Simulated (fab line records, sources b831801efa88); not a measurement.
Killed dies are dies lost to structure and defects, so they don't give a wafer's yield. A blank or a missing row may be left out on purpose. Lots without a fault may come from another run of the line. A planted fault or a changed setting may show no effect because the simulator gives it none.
Tool commonality check | flow gf180mcu | 12 lots, 36 wafers sampled

WHY IT WAS OPENED
At GF_VT_IMPLANT_TW_MEAS_43 the reading VT_IMPLANT_4_TW is flagged on 2 of 12 lots. Wafers without a fault read 690, standard deviation 7.
Rule: a lot is flagged when every wafer of it that has a number lies more than 4 standard deviations from that mean, or none has a number. The other lots count as sound.

lot  | measured     | on            | VT_IMPLANT_4_TW, wafer by wafer | flag
L237 | day 7 15:35  | film_metro-03 | 679 683 679                     |
L238 | day 7 20:13  | film_metro-02 | 690 687 686                     |
L241 | day 8 11:43  | film_metro-02 | 595 596 596                     | FLAGGED
L245 | day 9 14:47  | film_metro-04 | 694 694 694                     |
L247 | day 10 05:32 | film_metro-04 | 604 603 607                     | FLAGGED
L251 | day 11 12:52 | film_metro-04 | 693 695 692                     |
L253 | day 12 01:20 | film_metro-04 | 703 698 697                     |
L254 | day 12 16:52 | film_metro-03 | 678 678 678                     |
L255 | day 12 17:48 | film_metro-04 | 698 699 697                     |
L256 | day 13 07:58 | film_metro-02 | 697 695 695                     |
L257 | day 13 12:07 | film_metro-02 | 694 693 691                     |
L259 | day 13 16:56 | film_metro-03 | 678 682 684                     |
The numbers of the flagged lots are 600 on average: -90 against the usual, or -13 standard deviations.

WHICH TOOL RAN EACH LOT
The record holds 2 process steps before the reading, out of a route of 602 steps. In each cell: the tool, then ch and the chambers that the sampled wafers went through, then the start.
lot  | flag    | GF_VT_IMPLANT_STRIP_09               | GF_VT_IMPLANT_IMPLANT_41
L237 |         | plasma_asher-02 ch 1, day 5 18:58    | implanter-01 ch 0, day 7 15:21
L238 |         | plasma_asher-02 ch 0,1, day 5 23:41  | implanter-03 ch 0, day 7 19:58
L241 | FLAGGED | plasma_asher-02 ch 0,1, day 6 12:49  | implanter-03 ch 0, day 8 11:28
L245 |         | plasma_asher-02 ch 0, day 7 13:19    | implanter-02 ch 0, day 9 14:33
L247 | FLAGGED | plasma_asher-04 ch 0,1, day 8 02:34  | implanter-03 ch 0, day 10 05:18
L251 |         | plasma_asher-02 ch 1, day 9 07:22    | implanter-02 ch 0, day 11 12:37
L253 |         | plasma_asher-02 ch 0,1, day 9 17:55  | implanter-02 ch 0, day 12 01:07
L254 |         | plasma_asher-04 ch 0, day 10 08:58   | implanter-02 ch 0, day 12 16:37
L255 |         | plasma_asher-02 ch 0,1, day 10 09:19 | implanter-01 ch 0, day 12 17:36
L256 |         | plasma_asher-02 ch 0,1, day 10 22:37 | implanter-03 ch 0, day 13 07:43
L257 |         | plasma_asher-03 ch 0,1, day 11 03:22 | implanter-03 ch 0, day 13 11:52
L259 |         | plasma_asher-03 ch 0,1, day 11 08:02 | implanter-02 ch 0, day 13 16:43
What these steps do:
- GF_VT_IMPLANT_STRIP_09: strips in O2/N2.
- GF_VT_IMPLANT_IMPLANT_41
- GF_VT_IMPLANT_TW_MEAS_43

FLAGGED OVER TOTAL, TOOL BY TOOL (the gauges that took the reading come last)
step                     | tool            | lots run | flagged | share of the flagged lots | sound lots run after its first flagged lot
GF_VT_IMPLANT_STRIP_09   | plasma_asher-02 | 8        | 1       | some                      | 5 (L245,L251,L253,L255,L256)
GF_VT_IMPLANT_STRIP_09   | plasma_asher-03 | 2        | 0       | none                      | -
GF_VT_IMPLANT_STRIP_09   | plasma_asher-04 | 2        | 1       | some                      | 1 (L254)
GF_VT_IMPLANT_IMPLANT_41 | implanter-01    | 2        | 0       | none                      | -
GF_VT_IMPLANT_IMPLANT_41 | implanter-02    | 5        | 0       | none                      | -
GF_VT_IMPLANT_IMPLANT_41 | implanter-03    | 5        | 2       | all                       | 2 (L256,L257)
GF_VT_IMPLANT_TW_MEAS_43 | film_metro-02   | 4        | 1       | some                      | 2 (L256,L257)
GF_VT_IMPLANT_TW_MEAS_43 | film_metro-03   | 3        | 0       | none                      | -
GF_VT_IMPLANT_TW_MEAS_43 | film_metro-04   | 5        | 1       | some                      | 3 (L251,L253,L255)

WHAT THE TABLE ALLOWS
1 row of the table ran every flagged lot: implanter-03 at GF_VT_IMPLANT_IMPLANT_41.
- implanter-03 at GF_VT_IMPLANT_IMPLANT_41: 2 of its 5 lots flagged. Sound lots ran on it after the first flagged one (L256, L257), which a lasting fault on the whole tool wouldn't allow. Its own readings lie more than 4 standard deviations out on every wafer of the flagged lots: dose_ions_cm2, faraday_current_uA.
No row of the table ran every flagged lot and no sound lot after the first.

WHAT THE SIMULATOR HAD PUT IN
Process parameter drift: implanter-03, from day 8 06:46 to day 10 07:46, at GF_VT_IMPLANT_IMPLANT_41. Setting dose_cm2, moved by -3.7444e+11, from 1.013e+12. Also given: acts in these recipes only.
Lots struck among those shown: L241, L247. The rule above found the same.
